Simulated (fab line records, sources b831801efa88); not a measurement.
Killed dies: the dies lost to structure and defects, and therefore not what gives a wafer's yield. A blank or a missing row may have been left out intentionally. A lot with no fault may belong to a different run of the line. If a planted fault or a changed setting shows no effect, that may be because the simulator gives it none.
Comparing a struck lot with a sound one + flow sfq_line + 21 steps out of a route of 325
Sound: these wafers, L472.2, L472.3, L472.5. Wafers L490.2, L490.4 were the ones struck. Last of all comes the cause.
For every step that has rows: the tool of each side, followed by ch and its chambers, followed by its first start. Under that, the readings that differ: sound wafers + struck wafers + difference of the means + sigmas: that difference in standard deviations of wafers without a fault.
alike: readings whose means differ by less than 2 such deviations, and words and numbers that are the same on both sides. not compared: withheld readings, readings that some wafer has no value for, bounds like >300 that may hide the same value, and numbers for which the record gives no deviation and whose values overlap.
Wherever a step has rows on one side only, a row that says differs or no value, or a row with sigmas, the two part there. Numbers that have no deviation but don't overlap get no sigmas and don't part them. Lack of a reading on every wafer of one side parts them only where that side has two or more wafers.

first, 2 steps without rows for these wafers: SFQ_TRILAYER_M7_LITHO_PEB_180 (peb time 60 s); SFQ_TRILAYER_M7_LITHO_DEVELOP_179 (time 60 s).
SFQ_M7_OVL_MEAS_945:
  sound: overlay-02 at day 70 04:57; struck: overlay-02 at day 80 03:28
  alike: M7_OVL
SFQ_TRILAYER_M7_BARC_OPEN_METAL_ETCH_229: etches BARC in O2, target depth 125 nm, time 41.7 s.
  sound on rie_metal-03 ch 0, day 70 04:59; struck on rie_metal-02 ch 0,1, day 80 03:30
  alike: drypump_motor_current_A, oes_product_au
  not compared: rf_hours_counter_h
then, 1 step without rows for these wafers: SFQ_TRILAYER_M7_ETCH_METAL_ETCH_180 (etches Nb in Cl2/Ar, stops on SiO2, target depth 240 nm, time 120 s).
SFQ_TRILAYER_M7_STRIP_STRIP_181: strips in O2.
  sound on rie_metal-03 ch 0, day 70 05:10; struck on rie_metal-02 ch 0,1, day 80 03:41
  alike: drypump_motor_current_A, oes_product_au
  not compared: rf_hours_counter_h
then, 2 steps without rows for these wafers: SFQ_TRILAYER_M7_STRIP_SOLV_CLEAN_182 (cleans in NMP, time 600 s); SFQ_TRILAYER_I7_DEP_PECVD_183 (deposits SiO2 from SiH4/N2O, time 111.11 s, target thk 500 nm).
SFQ_TRILAYER_I7_CMP_CMP_184: polishes SiO2.
  sound on cmp-02 ch 0,3, day 70 19:39; struck on cmp-02 ch 1,2, day 80 05:02
  alike: motor_current_A, slurry_flow_ml_min, time_to_endpoint_s
SFQ_I7_BOW_MEAS_946:
  sound: film_metro-03 at day 70 22:40; struck: film_metro-03 at day 80 07:34
  alike: I7_BOW
then, 2 steps without rows for these wafers: SFQ_TRILAYER_I7_METRO_MEASURE_185; SFQ_TRILAYER_I7_VIA_LITHO_COAT_192 (resist thk 62 nm).
SFQ_TRILAYER_I7_VIA_LITHO_COAT_187: resist thk 650 nm.
  sound on litho_track-04 ch 0, day 71 00:19; struck on litho_track-03 ch 0, day 80 09:13
| reading                                                 | sound           | struck      | difference | sigmas |
|---------------------------------------------------------|-----------------|-------------|------------|--------|
| model.KrF_of_TRILAYER_I7_VIA_LITHO_COAT_187.thk_nm (nm) | 650.5 651.8 651 | 627.1 626.9 | -24.1      |        |
then, 4 steps without rows for these wafers: SFQ_TRILAYER_I7_VIA_LITHO_SOFTBAKE_191; SFQ_TRILAYER_I7_VIA_LITHO_EXPOSE_188 (exposes mask I7, target cd 1000 nm); SFQ_TRILAYER_I7_VIA_LITHO_PEB_190 (peb time 60 s); SFQ_TRILAYER_I7_VIA_LITHO_DEVELOP_189 (time 60 s).
SFQ_I7_OVL_MEAS_947:
  sound: overlay-02 at day 71 19:09; struck: overlay-02 at day 80 16:40
  alike: I7_OVL
SFQ_TRILAYER_I7_VIA_BARC_OPEN_VIA_ETCH_260: etches BARC in O2, target depth 125 nm, time 41.7 s.
  sound on rie_diel-04 ch 0,3, day 71 19:11; struck on rie_diel-04 ch 0,3, day 80 16:42
  alike: drypump_motor_current_A, oes_product_au
  not compared: rf_hours_counter_h
SFQ_TRILAYER_I7_VIA_ETCH_VIA_ETCH_190: etches SiO2 in CHF3, stops on Nb, target depth 260 nm.
  sound on rie_diel-04 ch 0,3, day 71 19:13; struck on rie_diel-04 ch 0,3, day 80 16:44
| reading                                                 | sound           | struck    | difference | sigmas |
|---------------------------------------------------------|-----------------|-----------|------------|--------|
| model.KrF_of_TRILAYER_I7_VIA_LITHO_COAT_187.thk_nm (nm) | 528 530.6 528.6 | 504.6 505 | -24.3      |        |
  alike: drypump_motor_current_A, oes_product_au
SFQ_TRILAYER_I7_VIA_STRIP_STRIP_191: strips in O2.
  sound on rie_metal-03 ch 0,1, day 71 19:20; struck on rie_metal-02 ch 0, day 80 16:52
  alike: drypump_motor_current_A, oes_product_au
  not compared: rf_hours_counter_h

== WHERE THEY PART ==
Nowhere in this record.

WHY: what had been put in by the simulator
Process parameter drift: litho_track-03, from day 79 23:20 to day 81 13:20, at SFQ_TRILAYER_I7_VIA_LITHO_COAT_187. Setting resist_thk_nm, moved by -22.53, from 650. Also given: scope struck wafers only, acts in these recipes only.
